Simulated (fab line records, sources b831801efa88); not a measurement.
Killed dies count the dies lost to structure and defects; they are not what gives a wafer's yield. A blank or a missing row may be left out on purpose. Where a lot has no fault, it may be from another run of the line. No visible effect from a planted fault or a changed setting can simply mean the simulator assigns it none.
A single fault, viewed from 2 desks    flow sky130    every desk sees just its own numbers, and what lay behind them comes last

## AT THE METROLOGY DESK
What the gauges read for every lot (on any tool): the sampled wafers with a number, averaged. Any lot whose mean is over 4 standard deviations away from the usual mean is out of limits and marked OUT; that distance is given in the brackets.
Columns: A = SD_N_TW at SKY_SD_N_TW_MEAS_12, usual 4026
lot   first seen here  A
L476  day 27 17:38     3976
L477  day 27 21:01     3914
L479  day 29 06:25     3950
L483  day 30 16:53     4088
L489  day 32 16:50     4093
L490  day 32 18:16     3965
L491  day 33 01:49     3968
L494  day 34 06:58     4106
L493  day 34 10:50     4073
L495  day 34 11:44     3974
L496  day 34 13:46     4080
L497  day 35 00:34     4075
L498  day 35 03:47     3990
This desk's verdict: no lot among the 13 shows anything out of limits.

## AT THE TOOL OWNER'S DESK: litho-track-03
The tool's own readings at SKY_LOCAL_INTERCONNECT_SOFTBAKE_07 (time 90 s): means of the sampled wafers that have a number, for each lot that ran on this tool. Any lot whose mean is over 4 standard deviations away from the usual mean is out of limits and marked OUT; that distance is given in the brackets.
Columns: A = heater-power-total-W at SKY_LOCAL_INTERCONNECT_SOFTBAKE_07, usual 57.37 W; B = run-length-s at SKY_LOCAL_INTERCONNECT_SOFTBAKE_07, usual 118.97 s
lot   first seen here  A                B
L489  day 34 11:00     62.83 (+46) OUT  96.91 (-99 or more) OUT
L490  day 34 12:00     62.76 (+45) OUT  96.96 (-99 or more) OUT
This desk's finding: out of limits on L489, L490; first on L489, day 34 11:00 (heater-power-total-W at SKY_LOCAL_INTERCONNECT_SOFTBAKE_07). In limits: none.

## TAKEN TOGETHER
The tool owner's desk could have raised an alarm at day 34 11:00, on L489, L490.
From the metrology desk's view, nothing was out of limits.
The metrology desk holds a record of L489, L490, inside its limits.
On litho-track-03, each named lot ran SKY_LOCAL_INTERCONNECT_SOFTBAKE_07.

## WHAT THE SIMULATOR PUT IN
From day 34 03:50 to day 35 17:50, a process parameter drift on litho-track-03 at SKY_LOCAL_INTERCONNECT_SOFTBAKE_07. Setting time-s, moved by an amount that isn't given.
Struck lots among those shown: L489, L490.
Hours from the fault's start to each desk's first reading out of limits: the tool owner's desk, 7.
